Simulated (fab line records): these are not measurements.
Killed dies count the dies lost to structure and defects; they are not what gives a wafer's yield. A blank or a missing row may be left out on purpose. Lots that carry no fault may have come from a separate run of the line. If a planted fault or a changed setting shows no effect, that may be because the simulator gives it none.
One fault through the eyes of 2 desks	flow gf180mcu	what lay behind the numbers comes last; until then each desk has only its own

== FOR THE TOOL OWNER'S DESK: lithoTrack-04 ==
The tool's own readings at GF_POLY_GATE_SOFTBAKE_06 (time 60 s): means of the sampled wafers that have a number, for each lot that ran on this tool. If a lot's mean is further than 4 standard deviations from the usual mean, the lot is out of limits and carries the mark OUT (the distance appears in the brackets).
Columns: A = heaterPowerTotalW at GF_POLY_GATE_SOFTBAKE_06, usual 93.06 W; B = runLengthS at GF_POLY_GATE_SOFTBAKE_06, usual 89.25 s
lot	first seen here	A	B
L441	day 9 15:00	93.07	89.34
L448	day 11 08:00	93.10	89.26
L450	day 11 23:00	93.02	89.29
L452	day 12 17:00	93.07	89.23
L457	day 14 00:00	96.78 (+65) OUT	82.73 (-33) OUT
L459	day 14 18:00	96.79 (+65) OUT	82.74 (-33) OUT
Finding of this desk: L457, L459 out of limits; the first was L457 at day 14 00:00, on heaterPowerTotalW at GF_POLY_GATE_SOFTBAKE_06. In limits: L441, L448, L450, L452.

== METROLOGY DESK ==
Lot by lot, what the gauges showed, no matter which tool ran the lot: averages of those sampled wafers that carry a number. If a lot's mean is further than 4 standard deviations from the usual mean, the lot is out of limits and carries the mark OUT (the distance appears in the brackets).
Columns: A = cdNm at GF_HV_LDD_CD_MEAS_46, usual 400.1 nm; B = PSD_RS at GF_PSD_RS_MEAS_15, usual 108.60 ohm/sq
lot	first seen here	A	B
L440	day 12 22:26	398.0	108.50
L441	day 13 07:11	398.9	108.72
L442	day 13 11:24	398.5	109.08
L443	day 13 16:46	403.3	108.66
L444	day 14 03:32	398.7	108.22
L445	day 14 08:17	395.5	108.83
L446	day 14 19:02	398.7	108.61
L448	day 15 05:49	399.0	108.83
L449	day 15 12:58	396.9	108.75
L450	day 15 23:37	401.4	109.26
L451	day 16 05:55	403.1	108.20
L452	day 16 21:07	400.8	108.85
L457	day 18 08:56	400.4	108.35
L459	day 19 04:37	403.8	108.47
Finding of this desk: none of the 14 lots has anything out of limits.

== ALL TOGETHER ==
At day 14 00:00, on L457, L459, the tool owner's desk was in a position to raise an alarm.
At the metrology desk, nothing out of limits was observed.
The metrology desk holds a record of L457, L459, inside its limits.
The lots listed all ran GF_POLY_GATE_SOFTBAKE_06 on lithoTrack-04.

== WHAT HAD BEEN PUT IN BY THE SIMULATOR ==
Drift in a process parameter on lithoTrack-04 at GF_POLY_GATE_SOFTBAKE_06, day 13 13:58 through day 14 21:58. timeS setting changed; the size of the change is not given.
Struck lots among those shown: L457, L459.
How many hours passed from the start of the fault until each desk's first out-of-limits reading: the tool owner's desk, 10.
